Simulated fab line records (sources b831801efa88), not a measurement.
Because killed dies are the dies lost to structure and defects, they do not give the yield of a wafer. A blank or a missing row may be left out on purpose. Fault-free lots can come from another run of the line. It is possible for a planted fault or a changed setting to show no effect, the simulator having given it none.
Code-filled problem report in 8D (eight disciplines) form ; flow sky130 ; the parts of the form that need people (team, actions taken, sign-off) are left out

1. THE PROBLEM
Wafers free of any fault read 198.3 (standard deviation 1.8) for SONOS_TUNNEL_TW at SKY_SONOS_TUNNEL_TW_MEAS_12, against a mean of 159.3 on 6 wafers of 2 lots. Relative to the usual mean, that is a shift of -22 standard deviations.
First seen on wafer L802.2, day 15 13:24, on filmMetro-02. The record holds 36 wafers of 12 lots with a number at this step. Rule for "out", or "out of limits": more than 4 standard deviations from the usual mean. The rest of the wafers with a number are treated as sound.

2. WHAT IT IS, AND WHAT IT ISN'T
question;is;is not
which readings at this step;SONOS_TUNNEL_TW;-
which lots;L802, L803;L790, L793, L794, L796, L798, L800, L809, L810, L812, L813
which wafers of those lots;all that have a number;-
read on which gauges;filmMetro-02, filmMetro-03;filmMetro-04
when;from day 15 13:24;"up to then (18 sound wafers); but 12 sound wafers of L809, L810, L812, L813 came after"

3. SUSPECTS, AND WHAT RULES EACH OUT
Counting: a tool at a process step up to the reading stays a suspect if it ran every lot that is out and no sound lot after the first of them.
- the gauge at SKY_SONOS_TUNNEL_TW_MEAS_12 is ruled out. Those wafers that are out were read across 2 gauges (filmMetro-02, filmMetro-03).
- implanter-04 at SKY_SONOS_TUNNEL_IMPLANT_09: ruled out as a lasting fault. The sound lots L813 went through it after L802, its earliest lot that is out (day 15 13:01).
Left after counting: nothing in the record.

4. THE CAUSE (what the simulator had put in)
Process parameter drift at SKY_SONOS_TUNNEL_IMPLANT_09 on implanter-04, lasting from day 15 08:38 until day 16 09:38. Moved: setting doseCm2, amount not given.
It was ruled out by counting, in error; the rule expects a fault to strike all lots run on its tool from its start on, and this fault did not.

5. THE EFFECT CHAIN, in route order
One row per reading whose mean, taken over the struck wafers that have a number, lies over 3 standard deviations from the usual. Readings are gone through only where the record gives a usual standard deviation; hours: the median, over the lots, of the time from a lot's start at the first step in this table giving one to that lot's start at this step; sigmas: the change measured in usual standard deviations.
hours;step;reading;usual;on struck wafers;change;sigmas
0;SKY_SONOS_TUNNEL_IMPLANT_09;doseIonsCm2;9.999e+11;4.471e+11;-5.528e+11;-99 or more
0;SKY_SONOS_TUNNEL_IMPLANT_09;faradayCurrentUA;5.65;2.52;-3.14;-31
0;SKY_SONOS_TUNNEL_TW_MEAS_12;SONOS_TUNNEL_TW;198.3;159.3;-39.0;-22
Process steps it contains:
- SKY_SONOS_TUNNEL_IMPLANT_09

6. WHAT WOULD HAVE CAUGHT IT SOONER
In this record the first reading out of limits at a measuring or inspecting step was taken at day 15 13:24, 5 hours after the fault began at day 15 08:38.
The tool's own readings at SKY_SONOS_TUNNEL_IMPLANT_09 were out on every struck wafer that the step has a row for (doseIonsCm2, faradayCurrentUA): an alarm limit on them would have fired on the first of those.
